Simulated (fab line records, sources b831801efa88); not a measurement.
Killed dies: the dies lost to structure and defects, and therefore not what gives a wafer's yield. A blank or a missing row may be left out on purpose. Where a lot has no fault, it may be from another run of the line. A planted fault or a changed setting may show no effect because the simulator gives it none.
Matching of chambers ; flow gf180mcu ; rieDiel-03 running GF_V1_ETCH_16: 4 sister chambers
The step etches BARC in N2/H2. 14 wafers are shown with their chamber, then 7 later ones without.

== WAFERS WITH THEIR CHAMBER ==
wafer;chamber;drypumpMotorCurrentA (A);h2FlowSccm (sccm);rfFwdPowerW (W)
L750.1;3;6.3;200.3;495.2
L750.4;1;5.1;200.6;494.1
L750.6;0;5.8;200.4;499.9
L754.2;2;5.4;199.8;495.7
L754.3;3;6.3;200.2;492.7
L754.4;1;5.1;200.7;493.4
L757.2;2;5.4;199.9;496.5
L757.4;0;5.8;201.0;495.5
L757.5;2;5.4;199.8;498.9
L764.2;3;6.3;199.8;495.4
L764.3;0;5.9;199.9;498.2
L764.6;2;5.4;199.5;495.5
L771.2;3;6.3;199.5;494.2
L771.3;2;5.4;199.5;494.3

SIGNATURES (means of the wafers above)
reading;chamber 0;chamber 1;chamber 2;chamber 3;scatter within a chamber
drypumpMotorCurrentA;5.833;5.100;5.400;6.300;0.0258
h2FlowSccm;200.433;200.650;199.700;199.950;0.341
rfFwdPowerW;497.867;493.750;496.180;494.375;1.62
Rule: a wafer lies at a distance from a chamber equal to the root of the sum of squares, over the readings, of (its reading less the chamber's mean, divided by the reading's scatter). If the next closest chamber is less than 2 further off than the closest, the wafer can't be placed; otherwise it belongs to the closest. The scatter: take each reading less its chamber's mean, square it, sum over the shown wafers, divide by the number of wafers less the number of chambers, and take the root.

== WAFERS WHOSE CHAMBER IS MISSING ==
wafer;drypumpMotorCurrentA (A);h2FlowSccm (sccm);rfFwdPowerW (W)
L771.5;5.4;200.0;496.3
L772.1;5.9;200.9;499.3
L772.3;5.1;199.3;492.9
L772.4;6.3;200.3;493.9
L773.2;5.4;200.2;495.2
L773.4;5.1;199.8;494.3
L773.6;6.3;200.8;493.1

== THE CHAMBER EACH PASSED THROUGH ==
wafer;from the rows above;in truth
L771.5;2;2
L772.1;0;0
L772.3;1;1
L772.4;3;3
L773.2;2;2
L773.4;1;1
L773.6;3;3
7 of 7 placed correctly. Number that these rows cannot place: 0. Wrongly placed: 0.
